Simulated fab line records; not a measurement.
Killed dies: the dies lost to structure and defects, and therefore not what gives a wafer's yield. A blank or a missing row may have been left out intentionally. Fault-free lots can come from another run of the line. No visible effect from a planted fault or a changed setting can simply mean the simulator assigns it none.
Chamber matching    flow sky130    rie-diel-01 running SKY_VIA3_ETCH_15: 4 sister chambers
The step etches SiO2 in C4F8/O2/Ar, stops on TiN, target depth 507 nm, time 78 s. 8 wafers are shown with their chamber, then 10 later ones without.

== WAFERS WITH THEIR CHAMBER ==
wafer   chamber  oes-product-au (a.u.)
L078.6  0        0.947
L082.1  3        0.943
L083.5  2        0.941
L086.2  1        0.954
L086.3  0        0.945
L086.4  2        0.947
L087.4  1        0.948
L087.5  3        0.951

== WAFERS MISSING THEIR CHAMBER ==
wafer   oes-product-au (a.u.)
L087.6  0.952
L093.1  0.942
L093.2  0.936
L093.5  0.953
L092.2  0.945
L092.4  0.942
L092.5  0.950
L095.2  0.949
L095.3  0.942
L095.6  0.948

== THE CHAMBER EACH PASSED THROUGH ==
wafer   from the rows above                in truth
L087.6  can't be placed: 1 or 3 or 0 or 2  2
L093.1  can't be placed: 2 or 0 or 3 or 1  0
L093.2  can't be placed: 2 or 0 or 3 or 1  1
L093.5  can't be placed: 1 or 3 or 0 or 2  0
L092.2  can't be placed: 0 or 2 or 3 or 1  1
L092.4  can't be placed: 2 or 0 or 3 or 1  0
L092.5  can't be placed: 1 or 3 or 0 or 2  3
L095.2  can't be placed: 1 or 3 or 0 or 2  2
L095.3  can't be placed: 2 or 0 or 3 or 1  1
L095.6  can't be placed: 3 or 0 or 1 or 2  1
Correctly placed: 0 of 10. Unplaceable from these rows: 10, with the true chamber sitting among the candidates in 10. Wrongly placed: 0.
How it was worked out, from the rows above alone: a wafer's distance from a chamber is the root of the sum, over the readings, of the square of ((its reading less the chamber's mean) divided by the reading's scatter). The wafer belongs to the nearest chamber; if the next one is less than 2 further off, it can't be placed. The mean given for a chamber averages the wafers shown for that chamber. How the scatter is found: for the shown wafers, subtract from each reading the mean of its chamber, square and add these, divide the total by (wafers less chambers), then take the root.
